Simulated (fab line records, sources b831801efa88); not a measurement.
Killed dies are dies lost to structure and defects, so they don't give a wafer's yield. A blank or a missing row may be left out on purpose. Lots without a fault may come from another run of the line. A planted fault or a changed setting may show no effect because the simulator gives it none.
Chamber matching | flow sky130 | SKY_CONTACT_CMP_04 on cmp-02: 4 sister chambers
The step polishes SiO2. 18 wafers are shown with their chamber, then 9 later ones without.

WAFERS WITH THEIR CHAMBER
wafer  | chamber | motor_current_A (A) | slurry_filter_dp_kPa (kPa) | time_to_endpoint_s (s)
L420.1 | 1       | 10.9                | 13.66                      | 79
L420.3 | 2       | 13.0                | 13.79                      | 87
L420.5 | 0       | 11.0                | 13.48                      | 75
L422.2 | 1       | 10.8                | 13.46                      | 78
L422.3 | 3       | 10.8                | 13.64                      | 81
L422.4 | 2       | 13.1                | 13.45                      | 78
L426.3 | 3       | 10.6                | 13.49                      | 74
L426.4 | 2       | 13.1                | 13.48                      | 75
L426.5 | 1       | 10.1                | 13.46                      | 77
L427.1 | 0       | 11.4                | 13.63                      | 81
L427.3 | 1       | 10.4                | 13.49                      | 78
L427.5 | 3       | 10.4                | 13.61                      | 81
L428.3 | 1       | 11.0                | 13.49                      | 81
L428.4 | 0       | 11.1                | 13.42                      | 79
L428.5 | 3       | 10.4                | 13.64                      | 83
L429.1 | 2       | 13.1                | 13.47                      | 77
L429.3 | 1       | 10.7                | 13.35                      | 84
L429.4 | 3       | 10.8                | 13.69                      | 79

SIGNATURES (means of the wafers above)
reading              | chamber 0 | chamber 1 | chamber 2 | chamber 3 | scatter within a chamber
motor_current_A      | 11.167    | 10.650    | 13.075    | 10.600    | 0.243
slurry_filter_dp_kPa | 13.5100   | 13.4850   | 13.5475   | 13.6140   | 0.112
time_to_endpoint_s   | 78.33     | 79.50     | 79.25     | 79.60     | 3.63
Rule: a wafer's distance from a chamber is the root of the sum, over the readings, of the square of ((its reading less the chamber's mean) divided by the reading's scatter). The wafer belongs to the nearest chamber; if the next one is less than 2 further off, it can't be placed. The scatter: the root of (the sum of the squares of (reading less its chamber's mean) over the shown wafers, divided by (wafers less chambers)).

WAFERS WITHOUT THEIR CHAMBER
wafer  | motor_current_A (A) | slurry_filter_dp_kPa (kPa) | time_to_endpoint_s (s)
L432.1 | 12.3                | 13.65                      | 81
L432.5 | 10.7                | 13.32                      | 80
L432.6 | 13.3                | 13.46                      | 80
L433.2 | 11.2                | 13.52                      | 82
L433.3 | 14.2                | 13.91                      | 81
L433.5 | 11.0                | 13.63                      | 84
L438.2 | 10.4                | 13.48                      | 80
L438.3 | 11.7                | 13.49                      | 76
L438.6 | 10.6                | 13.48                      | 76

WHICH CHAMBER EACH WENT THROUGH
wafer  | from the rows above          | in truth
L432.1 | can't be placed: 2 or 0      | 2
L432.5 | can't be placed: 1 or 0 or 3 | 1
L432.6 | 2                            | 2
L433.2 | can't be placed: 0 or 1 or 3 | 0
L433.3 | 2                            | 2
L433.5 | can't be placed: 0 or 3 or 1 | 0
L438.2 | can't be placed: 1 or 3      | 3
L438.3 | 0                            | 0
L438.6 | can't be placed: 1 or 3 or 0 | 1
Placed correctly: 3 of 9. Can't be placed from these rows: 6 (the true chamber is among the candidates in 6). Placed wrongly: 0.
